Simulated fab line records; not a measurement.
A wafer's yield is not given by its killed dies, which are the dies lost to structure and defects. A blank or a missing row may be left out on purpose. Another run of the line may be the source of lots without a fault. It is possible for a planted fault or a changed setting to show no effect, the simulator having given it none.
A struck lot beside a sound one ; flow sky130 ; 43 steps out of a route of 708
Sound: the wafers L158.1, L158.4, L158.6. Struck: wafers L167.1, L167.3 (left out: L167.5, a lot-mate that was not struck); the cause follows at the end.
At each step with rows: each side's tool, then ch and its chambers, then its first start. Under that, the readings that differ: sound wafers ; struck wafers ; difference of the means ; sigmas: that difference in standard deviations of wafers without a fault.
alike: a reading whose means differ by less than 2 such deviations, as well as words and numbers matching on both sides. not compared: withheld readings; readings where some wafer has no value; bounds like >300 that might hide an equal value; numbers whose values overlap and for which the record gives no deviation.
The two part at a step that has a row with sigmas, a row that says differs or no value, or rows on one side only. When numbers do not overlap yet have no deviation, they are printed without sigmas and do not part them. A reading that every wafer of one side lacks parts them only if that side has two wafers or more.

SKY_VIA4_THK_MEAS_01:
  struck on film-metro-02, day 46 22:16; sound on film-metro-03, day 44 16:10
  alike: VIA4_HDPCVD_THK
then, 1 step without rows for these wafers: SKY_VIA4_CMP_02 (polishes SiO2).
SKY_VIA4_BOW_MEAS_03:
  struck on film-metro-01, day 46 22:38; sound on film-metro-02, day 44 16:31
  alike: VIA4_BOW
then, 7 steps without rows for these wafers: SKY_VIA4_DEHYDRATE_04 (time 60 s); SKY_VIA4_HMDS_05 (prime time 60 s); SKY_VIA4_COAT_06 (resist thk 1140 nm); SKY_VIA4_SOFTBAKE_07 (time 60 s); SKY_VIA4_EXPOSE_08 (exposes mask VIM4, target cd 800 nm); SKY_VIA4_PEB_09; SKY_VIA4_DEVELOP_10 (develop time 60 s).
SKY_VIA4_OVL_MEAS_11:
  struck on overlay-01, day 47 18:59; sound on overlay-01, day 45 14:36
reading;sound;struck;difference;sigmas
VIA4_OVL (nm);-0.9 -0.8 -1.3;2.1 1.5;+2.8;+2
SKY_VIA4_ETCH_12: etches SiO2 in C4F8/O2/Ar, stops on TiN, target depth 580 nm.
  sound on rie-diel-03 ch 1,3, day 45 14:38; struck on rie-diel-04 ch 1,3, day 47 19:01
reading;sound;struck;difference;sigmas
oes-product-au (a.u.);0.919 0.924 0.923;0.931 0.933;+0.010;+2
SKY_VIA4_STRIP_13: strips in O2/N2.
  sound on plasma-asher-04 ch 0,1, day 45 14:43; struck on plasma-asher-01 ch 0, day 47 19:05
  alike: drypump-motor-current-A, oes-product-au, strip-time-to-endpoint-s
  not compared: rf-hours-counter-h
then, 5 steps without rows for these wafers: SKY_VIA4_STRIP_14 (strips in post etch residue remover, time 1200 s); SKY_VIA4_CLEAN_15 (cleans in IPA, time 180 s); SKY_VIA4_CLEAN_16 (cleans in O3/DIW); SKY_VIA4_SPUTTER_17 (material TiN, target thk 20 nm, time 80 s); SKY_VIA4_CVD_18 (deposits W, target thk 505 nm, time 152.14 s).
SKY_VIA4_RS_MEAS_19: measurement is done with a four-point probe.
  struck on film-metro-02, day 47 20:38; sound on film-metro-03, day 45 15:33
  alike: VIA4_W_RS
SKY_VIA4_THK_MEAS_20: measures by xrf.
  struck on film-metro-02, day 47 20:46; sound on film-metro-03, day 45 15:40
  alike: VIA4_W_THK
then, 2 steps without rows for these wafers: SKY_VIA4_CMP_21 (polishes, stops on SiO2, t overpolish 25 s, target thk 0 nm); SKY_METAL5_SPUTTER_00 (material Ti, target thk 15 nm, time 10 s).
SKY_METAL5_SPUTTER_01: material TiN, target thk 20 nm, time 16.7 s.
  struck on pvd-sputter-02, day 47 21:49; sound on pvd-sputter-03, day 45 16:08
  alike: throttle-valve-pct
then, 2 steps without rows for these wafers: SKY_METAL5_SPUTTER_02 (material AlCu, target thk 1150 nm, time 61.2 s); SKY_METAL5_SPUTTER_03 (material Ti, target thk 5 nm, time 3.408 s).
SKY_METAL5_SPUTTER_04: material TiN, target thk 70 nm, time 58.3 s.
  struck on pvd-sputter-02, day 47 21:55; sound on pvd-sputter-03, day 45 16:14
  alike: throttle-valve-pct
SKY_METAL5_RS_MEAS_05: measurement is done with a four-point probe.
  struck on film-metro-02, day 47 21:57; sound on film-metro-02, day 45 16:17
  alike: METAL5_ALCU_RS
SKY_METAL5_THK_MEAS_06: measures by xrf.
  struck on film-metro-02, day 47 22:04; sound on film-metro-02, day 45 16:24
  alike: METAL5_ALCU_THK
then, 8 steps without rows for these wafers: SKY_METAL5_DEHYDRATE_07 (time 60 s); SKY_METAL5_HMDS_08 (prime time 60 s); SKY_METAL5_COAT_09 (resist thk 1800 nm); SKY_METAL5_SOFTBAKE_10 (time 60 s); SKY_METAL5_EXPOSE_11 (exposes mask MM5, target cd 1600 nm); SKY_METAL5_PEB_12; SKY_METAL5_DEVELOP_13 (develop time 60 s); SKY_METAL5_DESCUM_14 (chemistry O2, time 11 s).
SKY_METAL5_METAL_ETCH_15: etches the open film in Cl2/BCl3, stops on SiO2, target depth 1260 nm, time 252 s.
  sound on rie-metal-04 ch 0,1, day 46 13:23; struck on rie-metal-02 ch 0, day 48 16:19
reading;sound;struck;difference;sigmas
drypump-motor-current-A (A);5.1 5.1 5.2;6.6 6.6;+1.5;+3
  alike: oes-product-au, throttle-valve-pct
  not compared: rf-hours-counter-h
then, 4 steps without rows for these wafers: SKY_METAL5_STRIP_16 (strips in O2/N2); SKY_METAL5_STRIP_17 (strips in post etch residue remover, time 1200 s); SKY_METAL5_CLEAN_18 (cleans in IPA, time 180 s); SKY_METAL5_CLEAN_19 (cleans in O3/DIW).
SKY_PASSIVATION_CVD_00: deposits SiO2, target thk 90 nm.
  sound on pecvd-03 ch 1,2, day 46 14:13; struck on pecvd-02 ch 0,2, day 48 17:09
  alike: heater-power-w
SKY_PAD_OPEN_PROBE_99:
  struck on prober-01, day 50 08:09; sound on prober-02, day 48 08:23
reading;sound;struck;difference;sigmas
defect-limited-yield (%);81.5 83.7 82.7;70.9 71.3;-11.5;-6
killed_at_M4_up;6 4 2;52 59;+52;+27
killed-dies;91 80 85;143 141;+57;+6
killed-on-rim;21 12 17;29 32;+14;+4
sort_bin_3_pad_short (%);0.2 0.8 1.0;4.5 5.5;+4.3;+10
sort_bin_5_function (%);12.0 8.5 9.6;16.5 15.0;+5.7;+4
sort-n-pass;401 412 407;349 351;-57;-6
sort-yield-pct (%);81.5 83.7 82.7;70.9 71.3;-11.5;-6
model.etest.tester.sort-n-pass;401 412 407;349 351;-57;
model.etest.tester.sort-yield-pct (%);81.5 83.74 82.72;70.94 71.34;-11.51;
model.etest.tester.sort_bin_5_pct (%);11.99 8.537 9.553;16.46 15.04;+5.72;
model.etest.tester.sort_bin_3_pct (%);0.2033 0.813 1.016;4.472 5.488;+4.303;
  alike: killed_at_M0_to_M3, killed-at-contacts, killed-at-front-end, killed-at-other, killed-open, killed-short, sort_bin_6_memory

== WHERE THEY PART ==
At SKY_VIA4_OVL_MEAS_11 first; at SKY_PAD_OPEN_PROBE_99 last (within this record only).

WHY: what the simulator had put in
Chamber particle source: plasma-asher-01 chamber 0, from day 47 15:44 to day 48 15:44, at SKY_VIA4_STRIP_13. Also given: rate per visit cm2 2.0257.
